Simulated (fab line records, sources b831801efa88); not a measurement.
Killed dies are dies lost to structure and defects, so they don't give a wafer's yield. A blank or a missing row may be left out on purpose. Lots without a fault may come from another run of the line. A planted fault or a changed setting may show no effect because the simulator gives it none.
One fault seen from 2 desks | flow gf180mcu | each desk has only its own numbers; what lay behind them comes last

THE TOOL OWNER'S DESK: litho_track-01
The tool's own readings at GF_VT_IMPLANT_DEVELOP_39 (develop time 60 s): means of the sampled wafers that have a number, for each lot that ran on this tool. A lot is out of limits, marked OUT, if its mean lies more than 4 standard deviations from the usual mean; the brackets give that distance.
Columns: A = chill_plate_temp_C at GF_VT_IMPLANT_DEVELOP_39, usual 23.00 C
lot  | first seen here | A
L622 | day 8 02:30     | 23.11
L624 | day 8 15:26     | 22.94
L625 | day 8 21:38     | 22.96
L626 | day 9 05:12     | 23.01
L639 | day 12 19:32    | 22.96
L642 | day 13 19:13    | 22.97
This desk's finding: nothing out of limits on any of the 6 lots.

THE METROLOGY DESK
What the gauges read, lot by lot, whatever tool the lot ran on: means of the sampled wafers that have a number. A lot is out of limits, marked OUT, if its mean lies more than 4 standard deviations from the usual mean; the brackets give that distance.
Columns: A = DNWELL_TW at GF_DNWELL_TW_MEAS_09, usual 1364; B = VT_IMPLANT_3_TW at GF_VT_IMPLANT_TW_MEAS_32, usual 272.1; C = VT_IMPLANT_03_OVL at GF_VT_IMPLANT_OVL_MEAS_40, usual 0.0 nm; D = VT_IMPLANT_4_TW at GF_VT_IMPLANT_TW_MEAS_43, usual 695
lot  | first seen here | A    | B     | C    | D
L621 | day 2 23:59     | 1359 | 276.5 | 1.4  | 688
L622 | day 3 05:29     | 1363 | 272.4 | 2.0  | 689
L624 | day 3 16:17     | 1353 | 273.2 | -    | 30 (-99 or more) OUT
L625 | day 3 21:11     | 1377 | 268.6 | -    | 30 (-99 or more) OUT
L626 | day 4 03:20     | 1368 | 268.4 | -    | 30 (-99 or more) OUT
L628 | day 4 12:45     | 1362 | 269.3 | -0.3 | 699
L629 | day 4 17:43     | 1361 | 273.7 | -0.3 | 689
L630 | day 5 01:29     | 1367 | 273.9 | -0.9 | 693
L636 | day 6 08:10     | 1361 | 270.6 | -1.3 | 706
L639 | day 6 23:46     | 1355 | 276.0 | 0.8  | 689
L641 | day 7 09:22     | 1368 | 271.1 | 1.1  | 702
L642 | day 7 15:17     | 1364 | 272.9 | 0.6  | 689
L643 | day 7 21:32     | 1361 | 275.4 | -0.7 | 700
This desk's finding: out of limits on L624, L625, L626; first on L624, day 8 15:50 (VT_IMPLANT_4_TW at GF_VT_IMPLANT_TW_MEAS_43). In limits: L621, L622, L628, L629, L630, L636, L639, L641, L642, L643.

PUT TOGETHER
The metrology desk could have raised an alarm at day 8 15:50, on L624, L625, L626.
The tool owner's desk saw nothing out of limits.
The tool owner's desk has L624, L625, L626 on record, within its limits.
Of the lots named, all ran GF_VT_IMPLANT_DEVELOP_39 on litho_track-01.

WHAT THE SIMULATOR HAD PUT IN
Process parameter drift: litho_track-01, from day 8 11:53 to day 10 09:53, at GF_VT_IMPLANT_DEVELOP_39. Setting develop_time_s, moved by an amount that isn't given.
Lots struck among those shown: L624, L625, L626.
Hours from the fault's start to each desk's first reading out of limits: the metrology desk, 4.
